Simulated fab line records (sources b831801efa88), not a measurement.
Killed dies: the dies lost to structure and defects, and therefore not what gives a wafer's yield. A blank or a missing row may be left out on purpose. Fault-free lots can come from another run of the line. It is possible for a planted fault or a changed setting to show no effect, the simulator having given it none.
Matching of chambers / flow sky130 / SKY_VIA1_CMP_24 on cmp-01 has 4 sister chambers
The step polishes, stops on SiO2, t overpolish 15 s, target thk 0 nm. 8 wafers are shown with their chamber, then 12 later ones without.

## WAFERS, EACH WITH ITS CHAMBER
wafer=L086.4; chamber=1; motor_current_A (A)=8.9; time_to_endpoint_s (s)=61
wafer=L087.3; chamber=3; motor_current_A (A)=9.6; time_to_endpoint_s (s)=65
wafer=L088.1; chamber=0; motor_current_A (A)=10.6; time_to_endpoint_s (s)=67
wafer=L088.2; chamber=3; motor_current_A (A)=10.4; time_to_endpoint_s (s)=66
wafer=L088.4; chamber=2; motor_current_A (A)=10.7; time_to_endpoint_s (s)=72
wafer=L091.2; chamber=1; motor_current_A (A)=8.7; time_to_endpoint_s (s)=63
wafer=L091.4; chamber=0; motor_current_A (A)=10.6; time_to_endpoint_s (s)=64
wafer=L091.5; chamber=2; motor_current_A (A)=11.2; time_to_endpoint_s (s)=73

## WAFERS WITH NO CHAMBER GIVEN
wafer=L089.2; motor_current_A (A)=8.2; time_to_endpoint_s (s)=61
wafer=L089.4; motor_current_A (A)=10.8; time_to_endpoint_s (s)=64
wafer=L089.5; motor_current_A (A)=11.0; time_to_endpoint_s (s)=75
wafer=L096.1; motor_current_A (A)=8.6; time_to_endpoint_s (s)=62
wafer=L096.3; motor_current_A (A)=10.8; time_to_endpoint_s (s)=71
wafer=L096.6; motor_current_A (A)=11.1; time_to_endpoint_s (s)=74
wafer=L095.1; motor_current_A (A)=11.0; time_to_endpoint_s (s)=69
wafer=L095.3; motor_current_A (A)=10.3; time_to_endpoint_s (s)=58
wafer=L095.6; motor_current_A (A)=9.0; time_to_endpoint_s (s)=59
wafer=L097.1; motor_current_A (A)=11.1; time_to_endpoint_s (s)=64
wafer=L097.2; motor_current_A (A)=10.3; time_to_endpoint_s (s)=63
wafer=L097.3; motor_current_A (A)=11.3; time_to_endpoint_s (s)=73

## THE CHAMBER EACH PASSED THROUGH
wafer=L089.2; from the rows above=1; in truth=1
wafer=L089.4; from the rows above=can't be placed: 0 or 3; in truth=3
wafer=L089.5; from the rows above=2; in truth=2
wafer=L096.1; from the rows above=1; in truth=1
wafer=L096.3; from the rows above=2; in truth=2
wafer=L096.6; from the rows above=2; in truth=2
wafer=L095.1; from the rows above=can't be placed: 2 or 0 or 3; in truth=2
wafer=L095.3; from the rows above=can't be placed: 1 or 0 or 3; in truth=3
wafer=L095.6; from the rows above=1; in truth=1
wafer=L097.1; from the rows above=can't be placed: 0 or 3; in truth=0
wafer=L097.2; from the rows above=can't be placed: 0 or 3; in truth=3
wafer=L097.3; from the rows above=2; in truth=2
7 of 12 placed correctly. Unplaceable from these rows: 5, with the true chamber sitting among the candidates in 5. Placed wrongly: 0.
How it was worked out, from the rows above alone: a wafer's distance from a chamber is the root of the sum, over the readings, of the square of ((its reading less the chamber's mean) divided by the reading's scatter). If the next closest chamber is less than 2 further off than the closest, the wafer can't be placed; otherwise it belongs to the closest. A chamber's mean is the mean of its shown wafers. How the scatter is found: for the shown wafers, subtract from each reading the mean of its chamber, square and add these, divide the total by (wafers less chambers), then take the root.
